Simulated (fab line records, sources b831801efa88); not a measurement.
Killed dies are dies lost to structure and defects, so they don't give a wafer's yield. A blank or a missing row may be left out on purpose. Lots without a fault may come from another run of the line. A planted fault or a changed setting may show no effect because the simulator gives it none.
A struck lot beside a sound one | flow gf180mcu | 18 steps out of a route of 602
Sound: wafers L938.2, L938.3, L938.6. Struck: wafer L951.1. (L951.2 of the same lot was not struck and is left out.) The cause comes at the end.
At each step with rows: each side's tool, then ch and its chambers, then its first start. Under that, the readings that differ: sound wafers | struck wafers | difference of the means | sigmas: that difference in standard deviations of wafers without a fault.
alike: readings whose means differ by less than 2 such deviations, and words and numbers that are the same on both sides. not compared: withheld readings, readings that some wafer has no value for, bounds like >300 that may hide the same value, and numbers for which the record gives no deviation and whose values overlap.
The two part at a step that has a row with sigmas, a row that says differs or no value, or rows on one side only. Numbers that don't overlap but have no deviation are shown without sigmas and don't part them. A reading that every wafer of one side lacks parts them only if that side has two wafers or more.

first, 3 steps without rows for these wafers: GF_V1_EXPOSE_11 (exposes mask Via1, target cd 260 nm); GF_V1_PEB_12 (peb time 90 s); GF_V1_DEVELOP_13 (develop time 60 s).
GF_V1_CD_MEAS_14: target cd 260 nm.
  sound on cd_sem-01, day 20 16:16; struck on cd_sem-02, day 25 13:29
  alike: cd_nm
GF_V1_OVL_MEAS_15:
  sound on overlay-01, day 20 16:22; struck on overlay-02, day 25 13:37
  alike: V1_OVL
GF_V1_ETCH_16: etches BARC in N2/H2.
  sound on rie_diel-04 ch 0,1, day 20 16:24; struck on rie_diel-04 ch 1, day 25 13:39
  alike: drypump_motor_current_A, oes_product_au, throttle_valve_pct
then, 1 step without rows for these wafers: GF_V1_ETCH_17 (etches SiO2 in C4F8/O2/Ar, stops on TiN, target depth 630 nm).
GF_V1_STRIP_18: strips in O2/N2.
  sound on plasma_asher-01 ch 0,1, day 20 16:32; struck on plasma_asher-03 ch 1, day 25 13:47
  alike: drypump_motor_current_A, heater_power_w, oes_product_au
  not compared: rf_hours_counter_h
then, 2 steps without rows for these wafers: GF_V1_STRIP_19 (strips in post etch residue remover, time 1200 s); GF_V1_CLEAN_20 (cleans in DIW).
GF_V1_SPUTTER_21: material Ti, target thk 15 nm, time 80.02 s.
  sound on pvd_sputter-03, day 20 17:04; struck on pvd_sputter-02, day 25 14:25
  alike: throttle_valve_pct
GF_V1_SPUTTER_22: material TiN, target thk 10 nm, time 40 s.
  sound on pvd_sputter-03, day 20 17:07; struck on pvd_sputter-02, day 25 14:29
  alike: throttle_valve_pct
GF_V1_CVD_23: deposits W, target thk 350 nm, time 105.05 s.
  sound on cvd_w-02 ch 0, day 20 17:12; struck on cvd_w-02 ch 0, day 25 14:31
  reading                          | sound             | struck | difference | sigmas
  model.W_of_V1_CVD_23.thk_nm (nm) | 361.2 365.8 361.1 | 301.4  | -61.3      |
  alike: heater_power_w
GF_V1_RS_MEAS_24: measures by four-point-probe.
  sound on film_metro-02, day 20 17:25; struck on film_metro-01, day 25 15:03
  reading          | sound             | struck | difference | sigmas
  V1_W_RS (ohm/sq) | 0.317 0.312 0.316 | 0.380  | +0.065     | +14
  not compared: hold
GF_V1_THK_MEAS_25: measures by xrf.
  sound on film_metro-02, day 20 17:31; struck on film_metro-01, day 25 19:25
  reading       | sound       | struck | difference | sigmas
  V1_W_THK (nm) | 371 378 370 | 311    | -62        | -9
  not compared: hold
GF_V1_CMP_26: polishes, stops on SiO2, t overpolish 15 s, target thk 0 nm.
  sound on cmp-02 ch 0,1,3, day 20 17:37; struck on cmp-02 ch 1, day 25 22:17
  reading                | sound    | struck                   | difference                   | sigmas
  hold                   | - - -    | await_dispo/2.3h/release | no value on the sound wafers |
  time_to_endpoint_s (s) | 85 86 81 | 74                       | -10                          | -3
  alike: motor_current_A, slurry_flow_ml_min
GF_M2_SPUTTER_00: material Ti, target thk 37.5 nm, time 150 s.
  sound on pvd_sputter-01, day 20 17:52; struck on pvd_sputter-01, day 25 22:32
  alike: throttle_valve_pct
then, 1 step without rows for these wafers: GF_PASSIVATION_PROBE_99.

WHERE THEY PART
First at GF_V1_RS_MEAS_24; last, within this record, at GF_V1_CMP_26. Later steps at which nothing parts them and some readings are alike: GF_M2_SPUTTER_00.

WHY: what the simulator had put in
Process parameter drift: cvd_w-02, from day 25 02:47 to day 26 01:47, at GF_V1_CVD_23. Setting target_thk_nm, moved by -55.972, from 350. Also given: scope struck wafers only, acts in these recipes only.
